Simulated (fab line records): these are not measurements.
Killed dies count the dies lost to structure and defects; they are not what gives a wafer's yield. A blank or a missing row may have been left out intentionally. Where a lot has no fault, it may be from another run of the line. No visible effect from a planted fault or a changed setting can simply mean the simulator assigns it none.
Struck lot and sound lot, side by side + flow sky130 + 19 out of 708 route steps
Sound: wafers L781.1, L781.3, L781.5. Wafers L794.3, L794.4, L794.6 were the ones struck. At the end, the cause is stated.
Order at every step that has rows: each side's tool, ch and its chambers, its first start. Under that, the readings that differ: sound wafers + struck wafers + difference of the means + sigmas: that difference in standard deviations of wafers without a fault.
alike: words and numbers the same on both sides, and readings whose means are apart by under 2 such deviations; not compared: readings that were withheld, readings missing a value for some wafer, numbers with overlapping values and no deviation given by the record, and bounds like >300 which may hide the same value.
The two part at a step that has a row with sigmas, a row that says differs or no value, or rows on one side only. When numbers do not overlap yet have no deviation, they are printed without sigmas and do not part them. Lack of a reading on every wafer of one side parts them only where that side has two or more wafers.

SKY_CONTACT_ETCH_18: etches Si3N4 in CHF3/O2, stops on TiN, time 39 s, target depth 75 nm.
  sound on rie_diel-01 ch 2,3; struck on rie_diel-04 ch 0,3
  alike: drypump_motor_current_A, oes_product_au, throttle_valve_pct
  not compared: rf_hours_counter_h
then, 5 steps without rows for these wafers: SKY_CONTACT_STRIP_19 (strips in O2/N2); SKY_CONTACT_STRIP_20 (strips in post etch residue remover, time 1200 s); SKY_CONTACT_CLEAN_21 (cleans in IPA, time 180 s); SKY_CONTACT_CLEAN_22 (cleans in O3/DIW); SKY_CONTACT_SPUTTER_23 (material TiN, target thk 20 nm, time 80 s).
SKY_CONTACT_CVD_24: deposits W, target thk 340 nm, time 102.12 s.
  sound on cvd_w-01 ch 1, day 33 03:43; struck on cvd_w-01 ch 0,1, day 36 21:39
  alike: chamber_pressure_Torr, heater_power_w
SKY_CONTACT_RS_MEAS_25: a four-point-probe measurement.
  struck on film_metro-03, day 36 21:47; sound on film_metro-01, day 33 03:49
  alike: CONTACT_W_RS
SKY_CONTACT_THK_MEAS_26: measures by xrf.
  struck on film_metro-03, day 36 21:53; sound on film_metro-01, day 33 03:56
  alike: CONTACT_W_THK
SKY_CONTACT_CMP_27: polishes, stops on SiO2, t overpolish 15 s, target thk 0 nm.
  sound on cmp-02 ch 1,2,3, day 33 04:00; struck on cmp-02 ch 0,1,2, day 36 21:58
  alike: motor_current_A, overpolish_run_s, time_to_endpoint_s
then, 1 step without rows for these wafers: SKY_METAL1_SPUTTER_00 (material Ti, target thk 15 nm, time 10 s).
SKY_METAL1_SPUTTER_01: material TiN, target thk 20 nm, time 16.7 s.
  struck on pvd_sputter-04, day 36 22:14; sound on pvd_sputter-03, day 33 04:19
  alike: cathode_dc_power_W, chamber_pressure_pa, throttle_valve_pct
SKY_METAL1_SPUTTER_02: material AlCu, target thk 250 nm, time 13.3 s.
  struck on pvd_sputter-04, day 36 22:16; sound on pvd_sputter-03, day 33 04:21
  no value came back on the struck wafers for cathode_dc_power_W (W), chamber_pressure_pa (Pa), throttle_valve_pct (%); on the sound wafers cathode_dc_power_W (W) reads 10598 10601 10601
SKY_METAL1_SPUTTER_03: material Ti, target thk 5 nm, time 3.3 s.
  struck on pvd_sputter-04, day 36 22:17; sound on pvd_sputter-03, day 33 04:22
  alike: cathode_dc_power_W, chamber_pressure_pa, throttle_valve_pct
then, 1 step without rows for these wafers: SKY_METAL1_SPUTTER_04 (material TiN, target thk 70 nm, time 58.3 s).
SKY_METAL1_RS_MEAS_05: a four-point-probe measurement.
  struck on film_metro-01, day 36 22:24; sound on film_metro-04, day 33 04:26
| reading                 | sound                | struck               | difference | sigmas      |
|-------------------------|----------------------|----------------------|------------|-------------|
| METAL1_ALCU_RS (ohm/sq) | 0.1279 0.1275 0.1279 | 8.4959 8.4933 8.4713 | +8.3591    | +99 or more |
SKY_METAL1_THK_MEAS_06: measures by xrf.
  struck on film_metro-01, day 36 22:30; sound on film_metro-04, day 33 04:34
| reading              | sound       | struck   | difference | sigmas |
|----------------------|-------------|----------|------------|--------|
| METAL1_ALCU_THK (nm) | 244 244 243 | <1 <1 <1 | differs    |        |
then, 1 step without rows for these wafers: SKY_METAL1_DEHYDRATE_07 (time 60 s).
-- the record jumps here: 13 days lie between the struck wafers' starts before and after (it left off in module METAL1 and takes up again in module PAD_OPEN, whose first step shown is number 708 of the route) --
SKY_PAD_OPEN_PROBE_99:
  struck on prober-01, day 49 16:32; sound on prober-02, day 47 12:35
| reading                  | sound          | struck         | difference | sigmas |
|--------------------------|----------------|----------------|------------|--------|
| defect_limited_yield (%) | 80.7 81.5 81.9 | 0 0 0          | -81        | -45    |
| killed_at_M0_to_M3       | 52 45 45       | 433 439 449    | +393       | +60    |
| killed_dies              | 95 91 89       | 492 492 492    | +400       | +44    |
| killed_on_rim            | 21 21 23       | 96 96 96       | +74        | +19    |
| sort_bin_5_function (%)  | 11.2 12.4 9.8  | 90.7 91.1 91.9 | +80.1      | +53    |
| sort_n_pass              | 397 401 403    | 0 0 0          | -400       | -44    |
| sort_yield_pct (%)       | 80.7 81.5 81.9 | 0 0 0          | -81        | -45    |
  alike: killed_at_M4_up, killed_at_contacts, killed_at_front_end, killed_at_other, killed_open, killed_short, sort_bin_3_pad_short, sort_bin_6_memory

WHERE THEY PART
Earliest at SKY_METAL1_SPUTTER_02; latest, in this record, at SKY_PAD_OPEN_PROBE_99.

WHY: what the simulator had put in
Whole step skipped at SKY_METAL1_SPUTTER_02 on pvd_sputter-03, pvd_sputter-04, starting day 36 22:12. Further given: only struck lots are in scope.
